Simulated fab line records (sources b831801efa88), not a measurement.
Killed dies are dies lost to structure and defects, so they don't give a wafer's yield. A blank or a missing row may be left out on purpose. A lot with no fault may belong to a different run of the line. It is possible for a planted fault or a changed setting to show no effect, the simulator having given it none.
Matching of chambers || flow sky130 || cmp-02 running SKY_VIA3_CMP_02: 4 sister chambers
The step polishes SiO2. 8 wafers are shown with their chamber, then 8 later ones without.

== WAFERS WITH THEIR CHAMBER ==
{"wafer": "L605.5", "chamber": 3, "motor-current-A (A)": 10.4, "head-pressure-psi (psi)": 3.990}
{"wafer": "L606.1", "chamber": 2, "motor-current-A (A)": 13.4, "head-pressure-psi (psi)": 4.005}
{"wafer": "L606.3", "chamber": 0, "motor-current-A (A)": 12.5, "head-pressure-psi (psi)": 4.013}
{"wafer": "L606.6", "chamber": 0, "motor-current-A (A)": 12.7, "head-pressure-psi (psi)": 4.002}
{"wafer": "L608.1", "chamber": 2, "motor-current-A (A)": 12.9, "head-pressure-psi (psi)": 4.004}
{"wafer": "L608.2", "chamber": 1, "motor-current-A (A)": 11.9, "head-pressure-psi (psi)": 3.992}
{"wafer": "L608.4", "chamber": 3, "motor-current-A (A)": 10.4, "head-pressure-psi (psi)": 4.007}
{"wafer": "L615.2", "chamber": 1, "motor-current-A (A)": 11.6, "head-pressure-psi (psi)": 3.992}

== WAFERS WITH NO CHAMBER GIVEN ==
{"wafer": "L615.3", "motor-current-A (A)": 10.0, "head-pressure-psi (psi)": 3.994}
{"wafer": "L615.5", "motor-current-A (A)": 10.5, "head-pressure-psi (psi)": 4.001}
{"wafer": "L618.2", "motor-current-A (A)": 11.1, "head-pressure-psi (psi)": 4.008}
{"wafer": "L618.3", "motor-current-A (A)": 9.8, "head-pressure-psi (psi)": 4.017}
{"wafer": "L618.5", "motor-current-A (A)": 12.1, "head-pressure-psi (psi)": 3.994}
{"wafer": "L617.1", "motor-current-A (A)": 12.2, "head-pressure-psi (psi)": 3.994}
{"wafer": "L617.2", "motor-current-A (A)": 11.4, "head-pressure-psi (psi)": 3.991}
{"wafer": "L617.6", "motor-current-A (A)": 13.3, "head-pressure-psi (psi)": 4.011}

== CHAMBER TAKEN BY EACH ==
{"wafer": "L615.3", "from the rows above": 3, "in truth": 3}
{"wafer": "L615.5", "from the rows above": 3, "in truth": 3}
{"wafer": "L618.2", "from the rows above": "can't be placed: 3 or 1", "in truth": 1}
{"wafer": "L618.3", "from the rows above": 3, "in truth": 3}
{"wafer": "L618.5", "from the rows above": "can't be placed: 1 or 0", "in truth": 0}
{"wafer": "L617.1", "from the rows above": "can't be placed: 1 or 0", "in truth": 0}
{"wafer": "L617.2", "from the rows above": 1, "in truth": 1}
{"wafer": "L617.6", "from the rows above": 2, "in truth": 2}
Correctly placed: 5 of 8. These rows do not allow placing 3 (true chamber among the candidates in 3). Number placed wrongly: 0.
How it was worked out, from the rows above alone: a wafer's distance from a chamber is the root of the sum, over the readings, of the square of ((its reading less the chamber's mean) divided by the reading's scatter). If the next closest chamber is less than 2 further off than the closest, the wafer can't be placed; otherwise it belongs to the closest. For every chamber, the mean is computed from those of its wafers that are shown. The scatter is the square root of a quotient: the sum, over the shown wafers, of each reading's squared deviation from its chamber's mean, divided by wafers minus chambers.
